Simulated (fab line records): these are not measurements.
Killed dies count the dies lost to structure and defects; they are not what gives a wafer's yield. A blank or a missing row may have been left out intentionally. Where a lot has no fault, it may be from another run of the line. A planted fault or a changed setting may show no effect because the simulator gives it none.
Lot-split experiment	flow sky130	23 wafers read from 5 lots, route of 708 steps

## THE SPLIT
At SKY_SONOS_TUNNEL_COAT_02 (resist thk 1140 nm), the setting resist thk nm was moved away from the recipe's 1140 nm on 8 of the 23 wafers read, by -5.5% to +1.9%. The other wafers ran this setting at the recipe's value.

## FROM THE SPLIT TO THE READING: what the file shows between them, 4 steps
- SKY_SONOS_TUNNEL_SOFTBAKE_03: time 60 s
- SKY_SONOS_TUNNEL_EXPOSE_04: exposes mask TUNM, target cd 410 nm
- SKY_SONOS_TUNNEL_PEB_05
- SKY_SONOS_TUNNEL_DEVELOP_06: develop time 60 s

## THE READING
At SKY_SONOS_TUNNEL_CD_MEAS_07: cd nm in nanometres, against a target cd of 410 nm. On this fab line, fault-free wafers typically give 410.8 nm with a standard deviation of 2.4 nm.

wafer	tool, chamber at the split	resist thk nm as run, nm	against the recipe	cd nm, nm	against lot-mates on the recipe
L074.1	litho track-03, 0	1140	recipe	411.8	-
L074.2	litho track-03, 0	1162	+1.9%	409.5	-2.9
L074.3	litho track-03, 0	1140	recipe	412.9	-
L074.4	litho track-03, 0	1162	+1.9%	410.7	-1.7
L074.5	litho track-03, 0	1162	+1.9%	407.9	-4.5
L075.1	litho track-04, 0	1140	recipe	414.9	-
L075.4	litho track-04, 0	1140	recipe	412.3	-
L075.5	litho track-04, 0	1140	recipe	414.1	-
L077.1	litho track-03, 0	1140	recipe	412.3	-
L077.2	litho track-03, 0	1140	recipe	413.3	-
L077.4	litho track-03, 0	1091	-4.3%	417.6	+4.8
L077.5	litho track-03, 0	1140	recipe	412.8	-
L077.6	litho track-03, 0	1091	-4.3%	415.0	+2.2
L080.2	litho track-04, 0	1140	recipe	411.1	-
L080.3	litho track-04, 0	1140	recipe	412.6	-
L080.4	litho track-04, 0	1140	recipe	412.7	-
L080.5	litho track-04, 0	1140	recipe	411.6	-
L080.6	litho track-04, 0	1140	recipe	413.2	-
L084.1	litho track-04, 0	1077	-5.5%	417.6	+6.4
L084.2	litho track-04, 0	1140	recipe	410.8	-
L084.3	litho track-04, 0	1140	recipe	411.6	-
L084.5	litho track-04, 0	1077	-5.5%	418.2	+7.0
L084.6	litho track-04, 0	1077	-5.5%	414.8	+3.6

FIT RESULTS
A straight line over all 23 wafers: cd nm changes by -0.918 nm for each +1% of resist thk nm; r = -0.86; the points scatter about the line by 1.3 nm.
The same after taking each lot's own level away (the mean of its wafers on the recipe; 23 wafers): -1.04 nm for each +1%; r = -0.92; scatter 1.1 nm.
On that fit, the largest move of resist thk nm shifts the reading by 5.8 nm.
The lots' own levels span 411.20 to 413.77 nm, that is 1.1 times the standard deviation above.
Hence the slope depends on the lot-to-lot level, as the two fits are not the same.
Check: +5.29 nm against its lot-mates is what the line predicts for one of the wafers moved furthest among these (-5.5%) when that wafer is left out of the fit. Against them it came out at +6.4 nm.

## FURTHER SPLITS ON THESE WAFERS
Before the reading, these wafers also passed through other splits. Each is held against what the fit with the lots' levels taken away leaves over:
other split on the same wafers	wafers away from the commonest value	r with cd nm (lot level and that fit taken away)
SKY_VT_ADJUST_LVTN_SOFTBAKE_14 temp c	5	-0.02
SKY_VT_ADJUST_NCORE_EXPOSE_04 dose mj	7	-0.28
SKY_VT_ADJUST_NCORE_IMPLANT_09 energy kev	7	-0.09
SKY_VT_ADJUST_HVTR_EXPOSE_04 dose mj	8	-0.22
SKY_VT_ADJUST_PCH_IMPLANT_08 energy kev	7	-0.04

## THE WHOLE CHAIN: every reading that the file lists as answering this split, in the file's order
step	what it does	reading	change (the file's fit)	r (the file's)
SKY_SONOS_TUNNEL_COAT_02	resist thk 1140 nm	NOVOLAK_of_SONOS_TUNNEL_COAT_02.thk nm (the simulator's own value, which no gauge read)	+11.7 nm for each +1% of the setting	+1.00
SKY_SONOS_TUNNEL_CD_MEAS_07	target cd 410 nm	cd nm	-0.994 nm for each +1% of the setting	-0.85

## THE FILE'S OWN FIT
cd nm changes by -0.994 nm for each +1% of resist thk nm, r = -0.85.
